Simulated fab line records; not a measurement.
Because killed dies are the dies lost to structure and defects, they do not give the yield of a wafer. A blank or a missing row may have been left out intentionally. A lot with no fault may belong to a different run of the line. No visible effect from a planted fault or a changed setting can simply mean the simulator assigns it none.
A single fault, viewed from 2 desks :: flow sfqLine :: every desk sees just its own numbers, and what lay behind them comes last

== AT THE METROLOGY DESK ==
Means of the sampled wafers that have a number, per lot and without regard to the tool the lot ran on: this is what the gauges read. Any lot whose mean is over 4 standard deviations away from the usual mean is out of limits and marked OUT; that distance is given in the brackets.
Columns: A = M0_NB_RS at SFQ_M0_RS_MEAS_904, usual 0.891 ohm/sq
lot: L270
first seen here: day 9 12:50
A: 0.872

lot: L271
first seen here: day 9 20:00
A: 0.884

lot: L272
first seen here: day 9 23:40
A: 0.902

lot: L273
first seen here: day 10 04:32
A: 0.892

lot: L274
first seen here: day 10 06:58
A: 0.886

lot: L275
first seen here: day 10 14:52
A: 0.886

lot: L277
first seen here: day 10 22:50
A: 0.897

lot: L278
first seen here: day 11 01:15
A: 0.896

lot: L280
first seen here: day 11 11:52
A: 0.899

lot: L284
first seen here: day 12 22:48
A: 0.891

lot: L285
first seen here: day 13 06:01
A: 1.326 (+56) OUT

lot: L286
first seen here: day 13 16:47
A: 0.891

lot: L287
first seen here: day 13 17:59
A: 1.302 (+53) OUT

lot: L292
first seen here: day 15 20:08
A: 0.892
Per this desk, out of limits: L285, L287; the first was L285, day 13 06:01 (M0_NB_RS at SFQ_M0_RS_MEAS_904). L270, L271, L272, L273, L274, L275, L277, L278, L280, L284, L286, L292: within limits.

== FOR THE TOOL OWNER'S DESK: pvdSputter-04 ==
The tool's own readings at SFQ_TRILAYER_M0_DEP_SPUTTER_019 (material Nb, target thk 200 nm, time 133.3 s): means of the sampled wafers that have a number, for each lot that ran on this tool. Any lot whose mean is over 4 standard deviations away from the usual mean is out of limits and marked OUT; that distance is given in the brackets.
Columns: A = throttleValvePct at SFQ_TRILAYER_M0_DEP_SPUTTER_019, usual 30.5 %
lot: L274
first seen here: day 10 06:50
A: 29.3

lot: L275
first seen here: day 10 14:46
A: 29.3

lot: L278
first seen here: day 11 01:08
A: 29.6

lot: L280
first seen here: day 11 11:46
A: 29.9

lot: L285
first seen here: day 13 05:53
A: 31.0

lot: L287
first seen here: day 13 17:54
A: 30.0
Finding of this desk: none of the 6 lots has anything out of limits.

== BROUGHT TOGETHER ==
Metrology desk: alarm possible at day 13 06:01 on L285, L287.
The tool owner's desk saw nothing out of limits.
The tool owner's desk has L285, L287 on record, within its limits.
SFQ_TRILAYER_M0_DEP_SPUTTER_019 was run on pvdSputter-04 by each of the lots named.

== WHAT THE SIMULATOR PUT IN ==
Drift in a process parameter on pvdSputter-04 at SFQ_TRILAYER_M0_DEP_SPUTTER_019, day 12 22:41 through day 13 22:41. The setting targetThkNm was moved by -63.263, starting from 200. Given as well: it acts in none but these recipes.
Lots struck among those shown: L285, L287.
Delay in hours, fault start to first out-of-limits reading, per desk: metrology desk 7.
